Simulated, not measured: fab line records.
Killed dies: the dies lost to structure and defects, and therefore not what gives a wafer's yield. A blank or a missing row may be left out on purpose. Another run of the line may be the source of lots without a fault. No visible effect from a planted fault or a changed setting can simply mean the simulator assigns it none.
Chamber matching ; flow sky130 ; SKY_VIA1_ETCH_15 on rie_diel-03 has 4 sister chambers
The step etches SiO2 in C4F8/O2/Ar, stops on TiN, target depth 351 nm, time 54 s. 16 wafers are shown with their chamber, then 8 later ones without.

== EACH WAFER AND ITS CHAMBER ==
wafer;chamber;rf_fwd_power_W (W);oes_product_au (a.u.)
L082.1;3;1492;0.985
L082.2;0;1494;0.983
L082.4;1;1486;0.978
L083.2;2;1484;0.983
L083.5;0;1492;0.972
L083.6;1;1491;0.977
L084.3;3;1494;0.989
L084.4;3;1494;0.986
L084.5;1;1483;0.982
L087.1;0;1493;0.978
L087.2;1;1483;0.988
L087.5;0;1491;0.974
L092.3;0;1491;0.976
L092.4;3;1485;0.983
L092.6;1;1489;0.983
L093.1;0;1489;0.980

SIGNATURES (averages over the wafers above)
reading;chamber 0;chamber 1;chamber 2;chamber 3;scatter within a chamber
rf_fwd_power_W;1491.67;1486.40;1484.00;1491.25;3.18
oes_product_au;0.97717;0.98160;0.98300;0.98575;0.00384
Rule: distance of a wafer from a chamber = root of the sum over the readings of ((wafer's reading minus chamber's mean) / reading's scatter) squared. If the next closest chamber is less than 2 further off than the closest, the wafer can't be placed; otherwise it belongs to the closest. The scatter is the square root of a quotient: the sum, over the shown wafers, of each reading's squared deviation from its chamber's mean, divided by wafers minus chambers.

== WAFERS MISSING THEIR CHAMBER ==
wafer;rf_fwd_power_W (W);oes_product_au (a.u.)
L093.2;1483;0.985
L093.4;1480;0.977
L094.1;1492;0.974
L094.2;1505;0.986
L094.4;1493;0.982
L097.1;1492;0.987
L097.3;1493;0.967
L097.6;1483;0.982

== EACH ONE'S CHAMBER ==
wafer;from the rows above;in truth
L093.2;can't be placed: 2 or 1 or 3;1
L093.4;can't be placed: 2 or 1 or 0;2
L094.1;can't be placed: 0 or 1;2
L094.2;can't be placed: 3 or 0 or 1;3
L094.4;can't be placed: 3 or 0 or 1 or 2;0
L097.1;can't be placed: 3 or 1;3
L097.3;can't be placed: 0 or 1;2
L097.6;can't be placed: 2 or 1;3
Correct placement for 0 of the 8. These rows do not allow placing 8 (true chamber among the candidates in 5). Number placed wrongly: 0.
